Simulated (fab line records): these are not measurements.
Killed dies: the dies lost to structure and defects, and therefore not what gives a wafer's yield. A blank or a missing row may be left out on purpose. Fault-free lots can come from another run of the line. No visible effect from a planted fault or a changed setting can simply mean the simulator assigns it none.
Matching of chambers :: flow sky130 :: SKY_SPACER_ETCHBACK_02 on rie diel-01 has 4 sister chambers
The step etches Si3N4 in CH3F/O2, stops on SiO2, time 46.7 s, target depth 45 nm. 7 wafers are shown with their chamber, then 8 later ones without.

WAFERS PAIRED WITH THEIR CHAMBERS
wafer: L074.4
chamber: 0
drypump motor current A (A): 5.8
throttle valve pct (%): 10.559

wafer: L083.1
chamber: 2
drypump motor current A (A): 5.1
throttle valve pct (%): 10.559

wafer: L083.6
chamber: 2
drypump motor current A (A): 5.2
throttle valve pct (%): 10.562

wafer: L084.1
chamber: 3
drypump motor current A (A): 5.9
throttle valve pct (%): 10.555

wafer: L084.3
chamber: 1
drypump motor current A (A): 5.5
throttle valve pct (%): 10.569

wafer: L084.6
chamber: 1
drypump motor current A (A): 5.5
throttle valve pct (%): 10.571

wafer: L088.2
chamber: 3
drypump motor current A (A): 5.8
throttle valve pct (%): 10.571

WAFERS WHOSE CHAMBER IS MISSING
wafer: L088.5
drypump motor current A (A): 5.9
throttle valve pct (%): 10.567

wafer: L088.6
drypump motor current A (A): 5.2
throttle valve pct (%): 10.566

wafer: L091.1
drypump motor current A (A): 5.8
throttle valve pct (%): 10.551

wafer: L091.2
drypump motor current A (A): 5.1
throttle valve pct (%): 10.566

wafer: L091.5
drypump motor current A (A): 5.8
throttle valve pct (%): 10.563

wafer: L092.1
drypump motor current A (A): 5.8
throttle valve pct (%): 10.548

wafer: L092.3
drypump motor current A (A): 5.9
throttle valve pct (%): 10.574

wafer: L092.6
drypump motor current A (A): 5.5
throttle valve pct (%): 10.557

EACH ONE'S CHAMBER
wafer: L088.5
from the rows above: can't be placed: 3 or 0
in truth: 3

wafer: L088.6
from the rows above: 2
in truth: 2

wafer: L091.1
from the rows above: can't be placed: 0 or 3
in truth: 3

wafer: L091.2
from the rows above: 2
in truth: 2

wafer: L091.5
from the rows above: can't be placed: 0 or 3
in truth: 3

wafer: L092.1
from the rows above: can't be placed: 0 or 3
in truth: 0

wafer: L092.3
from the rows above: can't be placed: 3 or 0
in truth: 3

wafer: L092.6
from the rows above: 1
in truth: 1
Correctly placed: 3 of 8. Cannot be placed on the basis of these rows: 5; the candidates contain the true chamber in 5. 0 placed wrongly.
How it was worked out, from the rows above alone: a wafer's distance from a chamber is the root of the sum, over the readings, of the square of ((its reading less the chamber's mean) divided by the reading's scatter). If the next closest chamber is less than 2 further off than the closest, the wafer can't be placed; otherwise it belongs to the closest. Each chamber's mean is taken over the wafers shown for it. The scatter: take each reading less its chamber's mean, square it, sum over the shown wafers, divide by the number of wafers less the number of chambers, and take the root.
